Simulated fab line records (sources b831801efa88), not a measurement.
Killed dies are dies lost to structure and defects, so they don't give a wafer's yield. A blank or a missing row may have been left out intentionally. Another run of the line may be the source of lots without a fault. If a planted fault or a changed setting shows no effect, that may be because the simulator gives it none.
fab line records | flow gf180mcu
[record] lots = 14 | wafers = 42 | lastDay = 33
route steps=602 shown M1@317
lots with no fault: from the same line, run without faults
startH: hours from the record's first day to the start of the lot's first wafer shown | waitH: time in hours since the lot's previous step | " as in the row above | L1.1+2: one row covering several wafers at once | - no value present, or no start provided | * or withheld: withheld | < > ~ a bound
route shown NAME@n: a module of which the file shows steps, and the number in the route of the first | usual: average and standard deviation across the fault-free wafers | same: alike in all rows | chamber/n: place in a boat | sites: per-site readings | _std_site: standard deviation across them | _edge_site: outer sites' mean less inner sites' | radiusMm: how far each site lies from the wafer's centre | mask NAME#n: copy n | behind: the tool/chamber that last shaped the wafer | hold: why the lot went on hold/how many hours it stayed there/how the hold came to an end | device: which transistor (n, p or np) failed to switch | end of line: at the end of the route, the tests of the same wafers | where a step has no rows: the recipe by itself | killed: dies that structure and defects cost at the first sort, which is not the same as the wafer's yield | map: a wafer's dies, x killed, . not, _ none there
set.NAME: the run value of the setting; set.NAME@STEP: its run value at that earlier step | model.NAME: the simulator's own value behind a step, which no gauge read
a sample of lots followed through the steps of the route, with each step as a table and each wafer as a row
services: the hour from which a tool's chamber was out of use, counted from the record's first day as startH (under 0 if before that day), plus the number of hours and why
[[steps]]
[step GF_M1_SPUTTER_02]
[recipe] material = AlCu | targetThkNm = 450 | powerW = 10600 | timeS = 23.9 | chamberPressurePa = 0.4
[usual] throttleValvePct = 30.0/0.51
lot.wafer | tool          | chamber | startH | waitH | throttleValvePct
L295.4    | pvdSputter-03 | -       | 358.98 | 0.0   | 29.2
L295.5    | "             | -       | "      | "     | 29.3
L295.6    | "             | -       | "      | "     | 30.4
L296.2    | pvdSputter-03 | -       | 374.87 | 0.0   | 29.0
L296.3    | "             | -       | "      | "     | 30.3
L296.4    | "             | -       | "      | "     | 30.5
L297.2    | pvdSputter-01 | -       | 383.55 | 0.0   | 29.9
L297.4    | "             | -       | "      | "     | 30.0
L297.6    | "             | -       | "      | "     | 30.4
L299.1    | pvdSputter-02 | -       | 398.04 | 0.0   | 30.6
L299.4    | "             | -       | "      | "     | 29.5
L299.5    | "             | -       | "      | "     | 30.1
L300.1    | pvdSputter-02 | -       | 408.13 | 0.0   | 30.8
L300.2    | "             | -       | "      | "     | 29.7
L300.5    | "             | -       | "      | "     | 29.4
L301.1    | pvdSputter-02 | -       | 417.51 | 0.0   | 30.5
L301.2    | "             | -       | "      | "     | 30.2
L301.6    | "             | -       | "      | "     | 30.6
L302.2    | pvdSputter-02 | -       | 429.29 | 0.0   | 30.2
L302.5    | "             | -       | "      | "     | 30.1
L302.6    | "             | -       | "      | "     | 30.6
L305.1    | pvdSputter-02 | -       | 461.34 | 0.0   | 30.0
L305.4    | "             | -       | "      | "     | 29.3
L305.6    | "             | -       | "      | "     | 30.2
L308.1    | pvdSputter-02 | -       | 485.70 | 0.0   | 30.1
L308.3    | "             | -       | "      | "     | 30.5
L308.6    | "             | -       | "      | "     | 30.5
L310.2    | pvdSputter-02 | -       | 498.87 | 0.0   | 30.0
L310.4    | "             | -       | "      | "     | 29.5
L310.5    | "             | -       | "      | "     | 30.3
L311.2    | pvdSputter-02 | -       | 505.68 | 0.0   | 29.5
L311.3    | "             | -       | "      | "     | 30.0
L311.4    | "             | -       | "      | "     | 30.6
L314.3    | pvdSputter-02 | -       | 529.11 | 0.0   | 30.8
L314.4    | "             | -       | "      | "     | 30.0
L314.5    | "             | -       | "      | "     | 29.9
L315.2    | pvdSputter-03 | -       | 535.03 | 0.0   | 30.6
L315.5    | "             | -       | "      | "     | 28.8
L315.6    | "             | -       | "      | "     | 30.0
L316.2    | pvdSputter-02 | -       | 545.68 | 0.0   | 29.9
L316.4    | "             | -       | "      | "     | 30.8
L316.5    | "             | -       | "      | "     | 30.4
[step GF_M1_RS_MEAS_05]
[recipe] thkMeasGauge = four-point-probe | reads = TiN_of_M1_SPUTTER_04+Ti_of_M1_SPUTTER_03+AlCu_of_M1_SPUTTER_02+TiN_of_M1_SPUTTER_01+Ti_of_M1_SPUTTER_00
[usual] M1_ALCU_RS = 0.0692/0.00058
lot.wafer | tool         | chamber | startH | waitH | hold                    | M1_ALCU_RS[ohm/sq]
L295.4    | filmMetro-04 | -       | 359.13 | 0.1   | -                       | 0.0695
L295.5    | "            | -       | "      | "     | -                       | 0.0698
L295.6    | "            | -       | "      | "     | -                       | 0.0698
L296.2    | filmMetro-02 | -       | 374.98 | 0.0   | -                       | 0.0697
L296.3    | "            | -       | "      | "     | -                       | 0.0692
L296.4    | "            | -       | "      | "     | -                       | 0.0688
L297.2    | filmMetro-03 | -       | 383.66 | 0.0   | -                       | 0.0692
L297.4    | "            | -       | "      | "     | -                       | 0.0695
L297.6    | "            | -       | "      | "     | -                       | 0.0692
L299.1    | filmMetro-04 | -       | 398.13 | 0.0   | -                       | 0.0699
L299.4    | "            | -       | "      | "     | -                       | 0.0699
L299.5    | "            | -       | "      | "     | -                       | 0.0699
L300.1    | filmMetro-04 | -       | 408.22 | 0.0   | -                       | 0.0696
L300.2    | "            | -       | "      | "     | -                       | 0.0696
L300.5    | "            | -       | "      | "     | -                       | 0.0693
L301.1    | filmMetro-04 | -       | 417.60 | 0.0   | -                       | 0.0692
L301.2    | "            | -       | "      | "     | -                       | 0.0698
L301.6    | "            | -       | "      | "     | -                       | 0.0700
L302.2    | filmMetro-03 | -       | 429.40 | 0.0   | -                       | 0.0682
L302.5    | "            | -       | "      | "     | -                       | 0.0694
L302.6    | "            | -       | "      | "     | -                       | 0.0683
L305.1    | filmMetro-03 | -       | 461.43 | 0.0   | -                       | 0.0691
L305.4    | "            | -       | "      | "     | -                       | 0.0693
L305.6    | "            | -       | "      | "     | -                       | 0.0690
L308.1    | filmMetro-03 | -       | 485.79 | 0.0   | -                       | 0.0679
L308.3    | "            | -       | "      | "     | -                       | 0.0683
L308.6    | "            | -       | "      | "     | -                       | 0.0684
L310.2    | filmMetro-03 | -       | 498.98 | 0.0   | -                       | 0.0696
L310.4    | "            | -       | "      | "     | -                       | 0.0702
L310.5    | "            | -       | "      | "     | -                       | 0.0695
L311.2    | filmMetro-03 | -       | 505.79 | 0.0   | -                       | 0.0691
L311.3    | "            | -       | "      | "     | -                       | 0.0692
L311.4    | "            | -       | "      | "     | -                       | 0.0701
L314.3    | filmMetro-04 | -       | 529.24 | 0.1   | awaitDispo/0.2h/release | 0.0356
L314.4    | "            | -       | "      | "     | awaitDispo/0.2h/release | 0.0355
L314.5    | "            | -       | "      | "     | awaitDispo/0.2h/release | 0.0356
L314.3    | filmMetro-04 | -       | 529.53 | 0.3   | -                       | 0.0357
L314.4    | "            | -       | "      | "     | -                       | 0.0356
L314.5    | "            | -       | "      | "     | -                       | 0.0355
L315.2    | filmMetro-03 | -       | 535.14 | 0.0   | -                       | 0.0688
L315.5    | "            | -       | "      | "     | -                       | 0.0691
L315.6    | "            | -       | "      | "     | -                       | 0.0684
L316.2    | filmMetro-04 | -       | 545.79 | 0.0   | awaitDispo/0.2h/release | 0.0358
L316.4    | "            | -       | "      | "     | awaitDispo/0.2h/release | 0.0360
L316.5    | "            | -       | "      | "     | awaitDispo/0.2h/release | 0.0358
L316.2    | filmMetro-04 | -       | 546.08 | 0.3   | -                       | 0.0359
L316.4    | "            | -       | "      | "     | -                       | 0.0361
L316.5    | "            | -       | "      | "     | -                       | 0.0358
[[services]]
tool          | chamber | startH | hours | kind
pvdSputter-01 | 2       | 344.38 | -     | consumableReplace:kit
pvdSputter-01 | 2       | 344.38 | 18.0  | scheduledDown
pvdSputter-01 | 2       | 344.38 | 18.0  | ventCycle
pvdSputter-01 | -       | 391.17 | 5.6   | repair
pvdSputter-03 | 1       | 395.13 | -     | consumableReplace:kit
pvdSputter-03 | 1       | 395.13 | 18.0  | scheduledDown
pvdSputter-03 | 1       | 395.13 | 18.0  | ventCycle
pvdSputter-01 | -       | 416.75 | 0.9   | repair
pvdSputter-02 | 0       | 464.46 | -     | consumableReplace:kit
pvdSputter-02 | 0       | 464.46 | 18.0  | scheduledDown
pvdSputter-02 | 0       | 464.46 | 18.0  | ventCycle
pvdSputter-01 | -       | 513.31 | 0.9   | repair
pvdSputter-02 | -       | 533.84 | 2.0   | repair
[[key]]
[firstSign] step = GF_M1_RS_MEAS_05 | reading = visit | direction = added
[effect] step = GF_M1_RS_MEAS_05 | reading = M1_ALCU_RS | direction = down | sigmas = 58 | usual = 0.0692 | struck = 0.0357
metAt GF_M1_SPUTTER_02
struckLots L314,L316
scrappedBehind GF_M1_RS_MEAS_05 L314.3,L314.4,L314.5,L316.2,L316.4,L316.5
onsetBetween 505.68 529.11
[fault] kind = processParameterDrift | tool = pvdSputter-02 | chamber = - | onsetH = 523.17 | steps = GF_M1_SPUTTER_02 | channel = targetThkNm | offset = 421.44 | shape = step | endH = 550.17 | actsIn = theseRecipesOnly | stated = 450
